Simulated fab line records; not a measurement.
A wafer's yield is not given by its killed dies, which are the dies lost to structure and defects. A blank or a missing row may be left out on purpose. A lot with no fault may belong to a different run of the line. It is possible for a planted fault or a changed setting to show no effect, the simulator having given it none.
8D (eight disciplines) problem report, filled in by code ; flow sky130 ; the parts of the form that need people (team, actions taken, sign-off) are left out

1. PROBLEM STATEMENT
VIA1_W_RS at SKY_VIA1_RS_MEAS_22 reads a mean of 0.331 ohm/sq on 3 wafers of 3 lots; wafers without a fault read 0.424 ohm/sq with a standard deviation of 0.0069. That is -13 standard deviations from the usual mean.
The step: measures by four-point-probe.
Seen first at day 39 03:55 on film_metro-01, wafer L511.2. The record holds 29 wafers of 11 lots with a number at this step. The rule behind "out" and "out of limits": a value lying over 4 standard deviations away from the usual mean. All remaining wafers that have a number are taken as sound.

2. WHAT THIS IS AND IS NOT
question;is;is not
which readings at this step;VIA1_W_RS;-
which lots;L511, L513, L515;L502, L503, L505, L508, L517, L520, L521, L522
which wafers of those lots;L511.2, L513.3, L515.3;L515.4, L515.5
read on which gauges;film_metro-01, film_metro-02;film_metro-04
when;from day 39 03:55;"up to then (12 sound wafers); but 14 sound wafers of L515, L517, L520, L521, L522 came after"

3. THE SUSPECTS, EACH WITH WHAT RULES IT OUT
Counting: any tool at a process step up to the reading remains a suspect provided it ran every lot that is out. Sound lots after the first of them don't rule it out here, since some wafers of a struck lot are sound.
- the gauge at SKY_VIA1_RS_MEAS_22 is ruled out. Those wafers that are out were read across 2 gauges (film_metro-01, film_metro-02).
- cvd_w-01 at SKY_VIA1_CVD_21 (deposits W, target thk 270 nm, time 80.902 s): kept. Ran every lot that is out, first one L511 (day 39 03:49); last sound lot up to then L508 (day 37 22:07).
- Within cvd_w-01 at SKY_VIA1_CVD_21, the wafers that are out were processed in chamber 0 and their sound lot-mates in chamber 1.
After counting, what remains is cvd_w-01 at SKY_VIA1_CVD_21.

4. THE CAUSE (what the simulator had put in)
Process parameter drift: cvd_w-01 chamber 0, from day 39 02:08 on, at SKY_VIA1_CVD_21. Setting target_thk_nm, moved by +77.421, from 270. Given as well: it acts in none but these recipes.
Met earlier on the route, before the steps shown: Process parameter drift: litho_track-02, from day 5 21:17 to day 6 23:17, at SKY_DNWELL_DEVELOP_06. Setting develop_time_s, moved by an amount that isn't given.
After counting, this tool was the only one left.

5. THE EFFECT CHAIN, in route order
Each row: a reading whose mean over the struck wafers that have a number lies more than 3 standard deviations from the usual. Only readings whose record carries a usual standard deviation are examined. hours: median over the lots of the time between each lot's start at the first step of this table that gives one and its start at this step. sigmas: the change, counted in usual standard deviations.
hours;step;reading;usual;on struck wafers;change;sigmas
0;SKY_VIA1_RS_MEAS_22;VIA1_W_RS;0.424 ohm/sq;0.331;-0.093;-13
3;SKY_VIA1_THK_MEAS_23;VIA1_W_THK;278 nm;358;+80;+18
8;SKY_VIA1_CMP_24;time_to_endpoint_s;66 s;85;+19;+4.6
Process steps it contains:
- SKY_VIA1_CMP_24: polishes, stops on SiO2, t overpolish 15 s, target thk 0 nm.

6. WHAT WOULD HAVE CAUGHT IT SOONER
The first out-of-limits reading at a measuring or inspecting step in this record came at day 39 03:55, 2 hours after the fault's start at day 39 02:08.
No tool reading at SKY_VIA1_CVD_21 that has a usual standard deviation in the record was out on any struck wafer, so an alarm limit of 4 standard deviations on those readings would not have fired.
Lots out: 3; of these, L513, L515 started SKY_VIA1_CVD_21 on cvd_w-01 after day 39 03:55. A hold on the tool at that time would have spared those 2.
